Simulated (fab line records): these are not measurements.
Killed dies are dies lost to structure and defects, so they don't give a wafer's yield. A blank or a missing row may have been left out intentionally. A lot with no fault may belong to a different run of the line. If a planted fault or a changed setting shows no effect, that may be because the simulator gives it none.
Which tool did it? ; flow sky130 ; 13 lots, 39 wafers sampled, at 4 steps of a route of 708

WHAT THE GAUGES READ, wafer by wafer
SKY_SD_N_CD_MEAS_07: the cd target is 380 nm.
lot;measured;on;cd_nm (nm)
L722;day 27 02:23;cd_sem-02;381.3 382.2 380.1
L723;day 27 16:09;cd_sem-01;384.5 383.9 384.0
L726;day 29 00:35;cd_sem-01;378.1 376.0 378.9
L727;day 29 02:17;cd_sem-02;383.4 382.8 382.4
L728;day 29 09:56;cd_sem-01;381.1 384.0 382.6
L729;day 30 01:46;cd_sem-01;379.6 375.4 378.1
L731;day 30 16:13;cd_sem-01;383.5 383.4 381.4
L737;day 33 20:27;cd_sem-01;258.8 261.3 257.2 259.1 261.0 257.1
L736;day 33 21:43;cd_sem-02;258.8 262.6 260.5 258.7 262.9 260.5
L739;day 34 11:07;cd_sem-02;376.9 376.2 377.5
L741;day 34 23:37;cd_sem-01;381.4 381.5 380.9
L743;day 35 13:38;cd_sem-02;380.9 379.4 378.4
L745;day 35 21:34;cd_sem-02;382.1 381.8 379.9

SKY_SD_N_OVL_MEAS_08.
lot;measured;on;SD_N_OVL (nm)
L722;day 27 02:29;overlay-02;-0.2 -1.7 -1.1
L723;day 27 16:16;overlay-02;-2.0 -2.4 -1.2
L726;day 29 00:42;overlay-01;-1.5 -1.7 -2.2
L727;day 29 02:24;overlay-02;-2.6 -1.5 -0.8
L728;day 29 10:03;overlay-01;-3.3 -4.2 -3.6
L729;day 30 01:52;overlay-01;-2.0 -1.3 -2.2
L731;day 30 16:20;overlay-02;-0.7 -1.2 1.6
L739;day 34 11:14;overlay-01;-2.0 -1.0 -1.3
L741;day 34 23:44;overlay-01;0.0 -0.4 -0.9
L743;day 35 13:45;overlay-02;-0.3 -1.8 -1.0
L745;day 35 21:41;overlay-01;-0.1 0.5 1.4

WHICH TOOL RAN EACH LOT (tool, then ch and the chambers of the sampled wafers, then the start)
lot;SKY_POLY_CUT_STRIP_12;SKY_SD_N_DEVELOP_06
L722;plasma_asher-01 ch 0, day 23 11:52;litho_track-03 ch 0, day 27 02:04
L723;plasma_asher-01 ch 1, day 24 00:16;litho_track-03 ch 0, day 27 16:01
L726;plasma_asher-01 ch 0,1, day 25 10:14;litho_track-04 ch 0, day 29 00:26
L727;plasma_asher-02 ch 0, day 25 11:58;litho_track-03 ch 0, day 29 02:04
L728;plasma_asher-02 ch 0,1, day 25 21:26;litho_track-04 ch 0, day 29 09:47
L729;plasma_asher-02 ch 0,1, day 26 14:46;litho_track-02 ch 0, day 30 01:37
L731;plasma_asher-01 ch 0,1, day 27 04:47;litho_track-04 ch 0, day 30 16:01
L737;plasma_asher-01 ch 0,1, day 30 10:29;litho_track-04 ch 0, day 33 20:19
L736;plasma_asher-01 ch 0,1, day 30 11:50;litho_track-04 ch 0, day 33 21:35
L739;plasma_asher-01 ch 0,1, day 31 04:18;litho_track-02 ch 0, day 34 10:58
L741;plasma_asher-02 ch 0,1, day 31 16:02;litho_track-02 ch 0, day 34 23:28
L743;plasma_asher-03 ch 0,1, day 32 08:26;litho_track-03 ch 0, day 35 13:29
L745;plasma_asher-03 ch 0,1, day 32 14:29;litho_track-02 ch 0, day 35 21:25
- SKY_POLY_CUT_STRIP_12: strips in O2/N2.
- SKY_SD_N_DEVELOP_06: develop time 60 s.

AS READ BY THE TOOLS THEMSELVES (means over the sampled wafers that have a number; for cases with no such wafer, the mark the record gives instead)
SKY_POLY_CUT_STRIP_12.
lot;tool;drypump_motor_current_A (A);oes_product_au (a.u.);strip_time_to_endpoint_s (s)
L722;plasma_asher-01;5.6;0.454;5.371
L723;plasma_asher-01;6.6;0.449;5.340
L726;plasma_asher-01;6.3;0.454;5.390
L727;plasma_asher-02;6.0;0.452;5.359
L728;plasma_asher-02;6.1;0.454;5.356
L729;plasma_asher-02;6.1;0.451;5.370
L731;plasma_asher-01;5.9;0.447;5.364
L737;plasma_asher-01;6.3;0.455;5.348
L736;plasma_asher-01;6.3;0.456;5.371
L739;plasma_asher-01;6.3;0.451;5.369
L741;plasma_asher-02;6.1;0.451;5.368
L743;plasma_asher-03;5.3;0.456;5.348
L745;plasma_asher-03;5.3;0.452;5.363

THE ANSWER, worked out from the rows above alone
Rule: the usual values come from the lots themselves. The widest of any qualifying gaps counts: lots, ordered by their means at a reading, are off when they make up no more than a third of the lots, leave a main group of 4 or more, and stand apart from it by 3 or more times the standard deviation of that group's means. Not used: any main group whose means are identical at the precision the tables above print for the reading. Also off: a lot with no number at a reading for which 4 or more lots have one. Any other lot the step has rows for is counted as sound. The gauges are gone through in route order, then the tools' own readings, and for those a lot's mean is taken as printed above. The first step at which some lot is off is used, and at that step the reading that is off furthest; a lot without a number counts as furthest.
Off: L737, L736, at SKY_SD_N_CD_MEAS_07 (cd_nm). The main group: mean 380.7 nm, standard deviation 2.3.
A tool fits if, at a process step before that reading, it ran every lot that is off, and no sound lot after the first of them. The gauges at SKY_SD_N_CD_MEAS_07 are tried like those tools. One fits: SKY_SD_N_DEVELOP_06 on litho_track-04. A fault onset in the window from L731 (day 30 16:01, its last sound lot) to L737 (day 33 20:19, its first lot off) fits.

WHAT WAS PUT IN BY THE SIMULATOR
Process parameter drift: litho_track-04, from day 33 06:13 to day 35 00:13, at SKY_SD_N_DEVELOP_06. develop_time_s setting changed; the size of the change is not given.
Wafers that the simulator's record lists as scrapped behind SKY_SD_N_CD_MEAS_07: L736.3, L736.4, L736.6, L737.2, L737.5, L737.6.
Struck lots among those shown: L737, L736. The rule above reached the same finding.
